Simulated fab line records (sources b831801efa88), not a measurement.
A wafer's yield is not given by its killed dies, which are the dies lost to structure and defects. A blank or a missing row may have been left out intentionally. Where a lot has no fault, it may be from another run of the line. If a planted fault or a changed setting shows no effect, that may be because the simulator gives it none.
Which of the tools did it?	flow sky130	36 wafers from 12 lots sampled at 4 of the route's 708 steps

== WHAT EACH GAUGE READ, for each wafer ==
SKY_FIELD_ISO_THK_MEAS_25. Usual: FIELD_ISO_CVD_24_THK typically reads 595 nm, with standard deviation 7.3.
lot	measured	on	FIELD_ISO_CVD_24_THK (nm)	flag
L874	day 2 17:15	filmMetro-04	582 603 599	
L875	day 2 23:55	filmMetro-04	600 595 606	
L879	day 3 19:16	filmMetro-04	600 589 587	
L882	day 4 10:23	filmMetro-01	600 597 602	
L883	day 4 14:20	filmMetro-03	589 593 590	
L885	day 5 04:53	filmMetro-04	607 596 592	
L886	day 5 06:59	filmMetro-01	611 608 595	
L890	day 6 03:35	filmMetro-03	599 588 593	
L891	day 6 09:39	filmMetro-01	590 588 588	
L892	day 6 15:18	filmMetro-03	584 601 582	
L893	day 6 20:50	filmMetro-03	599 589 593	
L894	day 7 02:02	filmMetro-01	599 586 591	

SKY_DNWELL_TW_MEAS_09. Usual: DNWELL_TW typically reads 1101, with standard deviation 9.5.
lot	measured	on	DNWELL_TW	flag
L874	day 3 12:47	filmMetro-02	1096 1088 1091	
L875	day 3 20:49	filmMetro-04	1100 1102 1103	
L879	day 4 17:17	filmMetro-01	1111 1102 1104	
L882	day 5 09:40	filmMetro-04	1106 1106 1104	
L883	day 5 12:13	filmMetro-01	1106 1103 1110	
L885	day 6 04:31	filmMetro-04	1097 1103 1099	
L886	day 6 06:19	filmMetro-04	1094 1101 1097	
L890	day 7 03:11	filmMetro-02	1090 1089 1091	
L891	day 7 09:10	filmMetro-02	1080 1081 1077	
L892	day 7 15:40	filmMetro-01	1107 1111 1111	
L893	day 7 22:18	filmMetro-01	1107 1105 1110	
L894	day 8 01:46	filmMetro-01	1116 1112 1113	

SKY_NWELL_RS_MEAS_29: a four-point-probe measurement. Usual: NWELL_RS typically reads 625.0 ohm/sq, with standard deviation 1.6.
lot	measured	on	NWELL_RS (ohm/sq)	flag
L874	day 5 16:58	filmMetro-02	624.6 622.4 622.5	
L875	day 6 01:37	filmMetro-01	624.9 624.2 626.2	
L879	day 7 01:49	filmMetro-04	626.1 626.5 626.4	
L882	day 7 20:02	filmMetro-04	624.8 626.0 625.1	
L883	day 7 23:41	filmMetro-02	626.0 627.6 626.0	
L885	day 8 16:53	filmMetro-04	624.5 623.9 625.0	
L886	day 8 18:32	filmMetro-04	624.4 625.4 624.0	
L890	day 9 17:38	filmMetro-02	624.3 623.5 626.9	
L891	day 10 01:07	filmMetro-01	635.5 634.6 635.9	OFF
L892	day 10 07:52	filmMetro-04	625.8 629.4 627.4	
L893	day 10 14:56	filmMetro-04	623.6 623.6 625.2	
L894	day 10 19:00	filmMetro-01	634.4 633.6 634.7	OFF

== EACH LOT AND THE TOOL THAT RAN IT (in order: tool; ch and the chambers of the sampled wafers; start) ==
lot	SKY_NWELL_IMPLANT_13
L874	implanter-03 ch 0, day 4 22:14
L875	implanter-04 ch 0, day 5 07:13
L879	implanter-03 ch 0, day 6 06:23
L882	implanter-03 ch 0, day 6 23:25
L883	implanter-03 ch 0, day 7 02:21
L885	implanter-04 ch 0, day 7 19:56
L886	implanter-03 ch 0, day 7 21:39
L890	implanter-03 ch 0, day 8 19:41
L891	implanter-04 ch 0, day 9 02:45
L892	implanter-02 ch 0, day 9 08:45
L893	implanter-03 ch 0, day 9 16:17
L894	implanter-04 ch 0, day 9 19:51
- SKY_NWELL_IMPLANT_13

== AS READ BY THE TOOLS THEMSELVES (means over the sampled wafers that have a number; for cases with no such wafer, the mark the record gives instead) ==
SKY_NWELL_IMPLANT_13. Usual: doseIonsCm2 6.997e+11, standard deviation 7.3e+08; faradayCurrentUA 3.94, standard deviation 0.077.
lot	tool	doseIonsCm2	faradayCurrentUA	flag
L874	implanter-03	7.005e+11	3.98	
L875	implanter-04	6.994e+11	4.04	
L879	implanter-03	6.997e+11	3.90	
L882	implanter-03	6.995e+11	3.98	
L883	implanter-03	6.996e+11	4.01	
L885	implanter-04	6.984e+11	4.02	
L886	implanter-03	6.995e+11	3.95	
L890	implanter-03	6.999e+11	3.94	
L891	implanter-04	4.165e+11	2.35	OFF
L892	implanter-02	6.996e+11	3.91	
L893	implanter-03	7.001e+11	3.93	
L894	implanter-04	4.160e+11	2.37	OFF

== THE ANSWER, worked out from the rows above alone ==
Rule: a lot counts as off when the mean over its wafers that have a number is more than 3 standard deviations away from the usual mean. Also off: a lot with no number at a reading for which 4 or more lots have one. The other lots that the step has rows for count as sound. First the gauges in route order, then the tools' own readings, where a lot's mean is used as printed above. At the first step where some lot is off, the reading lying furthest off is the one used; lots without a number count as furthest.
Off: at SKY_NWELL_RS_MEAS_29 (NWELL_RS), L891, L894.
If a tool, at a process step before that reading, ran all the lots that are off and no sound lot after the first of them, it fits. The gauges at SKY_NWELL_RS_MEAS_29 aren't tried: what is off there is off at SKY_NWELL_IMPLANT_13 too, on other tools, and a gauge's error can't cause that. One fits: SKY_NWELL_IMPLANT_13 on implanter-04. Its last sound lot is L885 (day 7 19:56), its first lot that is off L891 (day 9 02:45): a fault that began between those two fits.
The tool's own readings at SKY_NWELL_IMPLANT_13 bear it out: on the lots that are off they differ by more than 5 times the standard deviation of the sound lots' means. doseIonsCm2 reads 4.162e+11 there against 6.996e+11 on the sound lots; faradayCurrentUA reads 2.36 there against 3.97 on the sound lots.

== WHAT THE SIMULATOR HAD PUT IN ==
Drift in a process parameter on implanter-04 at SKY_NWELL_IMPLANT_13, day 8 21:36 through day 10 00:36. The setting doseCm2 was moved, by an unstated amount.
Struck lots among those shown: L891, L894. The same result came from the rule above.
